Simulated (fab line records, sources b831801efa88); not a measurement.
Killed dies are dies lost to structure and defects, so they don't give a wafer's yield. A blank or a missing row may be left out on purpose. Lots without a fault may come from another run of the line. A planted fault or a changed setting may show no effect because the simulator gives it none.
Which tool did it? | flow gf180mcu | 13 lots, 39 wafers sampled, at 3 steps of a route of 602

WHAT THE GAUGES READ, wafer by wafer
GF_V4_THK_MEAS_01. Usual: V4_CVD_00_THK 591 nm, standard deviation 7.5.
lot  | measured     | on            | V4_CVD_00_THK (nm) | flag
L518 | day 23 12:07 | film_metro-01 | 588 587 589        |
L519 | day 23 23:43 | film_metro-03 | 589 582 591        |
L520 | day 24 04:59 | film_metro-03 | 591 582 594        |
L521 | day 24 14:54 | film_metro-03 | 594 589 584        |
L523 | day 25 06:14 | film_metro-03 | 587 602 588        |
L524 | day 25 19:11 | film_metro-04 | 597 584 585        |
L526 | day 26 09:19 | film_metro-03 | 582 590 584        |
L529 | day 27 06:38 | film_metro-01 | 586 595 578        |
L530 | day 27 20:11 | film_metro-01 | 602 599 598        |
L531 | day 27 21:03 | film_metro-03 | 586 597 579        |
L532 | day 28 03:18 | film_metro-03 | 597 594 593        |
L533 | day 28 14:10 | film_metro-03 | 591 597 599        |
L535 | day 28 23:19 | film_metro-03 | 582 584 588        |

GF_V4_THK_MEAS_25: measures by xrf. Usual: V4_W_THK 348 nm, standard deviation 6.2.
lot  | measured     | on            | V4_W_THK (nm) | flag
L518 | day 24 12:19 | film_metro-01 | 353 354 352   |
L519 | day 24 23:00 | film_metro-03 | 345 341 346   |
L520 | day 25 04:27 | film_metro-01 | 350 352 348   |
L521 | day 25 14:13 | film_metro-03 | 342 345 345   |
L523 | day 26 05:04 | film_metro-04 | 346 337 342   |
L524 | day 26 16:50 | film_metro-01 | 353 355 351   |
L526 | day 27 07:31 | film_metro-01 | 355 350 346   |
L529 | day 28 04:07 | film_metro-03 | 345 341 344   |
L530 | day 28 16:48 | film_metro-03 | 337 342 343   |
L531 | day 28 17:56 | film_metro-01 | 355 356 360   |
L532 | day 29 00:31 | film_metro-01 | 350 348 356   |
L533 | day 29 11:07 | film_metro-01 | 355 353 349   |
L535 | day 29 19:49 | film_metro-04 | 337 337 346   |

WHICH TOOL RAN EACH LOT (tool, then ch and the chambers of the sampled wafers, then the start)
lot  | GF_POLY_GATE_CVD_00
L518 | lpcvd-02 ch 0, day 8 12:59
L519 | lpcvd-01 ch 1, day 8 20:34
L520 | lpcvd-01 ch 0, day 9 00:16
L521 | lpcvd-01 ch 1, day 9 08:09
L523 | lpcvd-01 ch 0, day 9 18:43
L524 | lpcvd-01 ch 0, day 10 08:04
L526 | lpcvd-01 ch 0, day 10 19:33
L529 | lpcvd-02 ch 0, day 11 14:10
L530 | lpcvd-01 ch 0, day 11 23:43
L531 | lpcvd-01 ch 0, day 12 05:11
L532 | lpcvd-02 ch 1, day 12 09:39
L533 | lpcvd-01 ch 0, day 12 19:34
L535 | lpcvd-02 ch 1, day 13 07:37
- GF_POLY_GATE_CVD_00: deposits poly-Si, target thk 200 nm, time 1200 s.

WHAT THE TOOLS THEMSELVES READ (means of the sampled wafers that have a number; where no wafer has one, the mark that the record gives instead)
GF_POLY_GATE_CVD_00. Usual: spike_tc_bottom_C 637.4 C, standard deviation 2.3; zone_power_centre_pct 9.5 %, standard deviation 1.2.
lot  | tool     | spike_tc_bottom_C (C) | zone_power_centre_pct (%) | flag
L518 | lpcvd-02 | 638.0                 | 11.6                      |
L519 | lpcvd-01 | 639.8                 | 8.9                       |
L520 | lpcvd-01 | 636.6                 | 8.9                       |
L521 | lpcvd-01 | 639.9                 | 8.9                       |
L523 | lpcvd-01 | 637.7                 | 8.8                       |
L524 | lpcvd-01 | 637.0                 | 8.9                       |
L526 | lpcvd-01 | 638.1                 | 8.9                       |
L529 | lpcvd-02 | 637.6                 | 11.7                      |
L530 | lpcvd-01 | 636.9                 | 8.9                       |
L531 | lpcvd-01 | 636.6                 | 8.9                       |
L532 | lpcvd-02 | 633.4                 | 8.8                       |
L533 | lpcvd-01 | 636.4                 | 8.9                       |
L535 | lpcvd-02 | 633.1                 | 8.8                       |

THE ANSWER, worked out from the rows above alone
Rule: a lot is off if the mean of its wafers that have a number lies more than 3 standard deviations from the usual mean. A lot without any number at a reading at which 4 lots or more have one is off too. The other lots that the step has rows for count as sound. The gauges are gone through in route order, then the tools' own readings, and for those a lot's mean is taken as printed above. The first step at which some lot is off is used, and at that step the reading that is off furthest; a lot without a number counts as furthest.
No lot is off at any reading shown: from this, nothing can be told.

WHAT THE SIMULATOR HAD PUT IN
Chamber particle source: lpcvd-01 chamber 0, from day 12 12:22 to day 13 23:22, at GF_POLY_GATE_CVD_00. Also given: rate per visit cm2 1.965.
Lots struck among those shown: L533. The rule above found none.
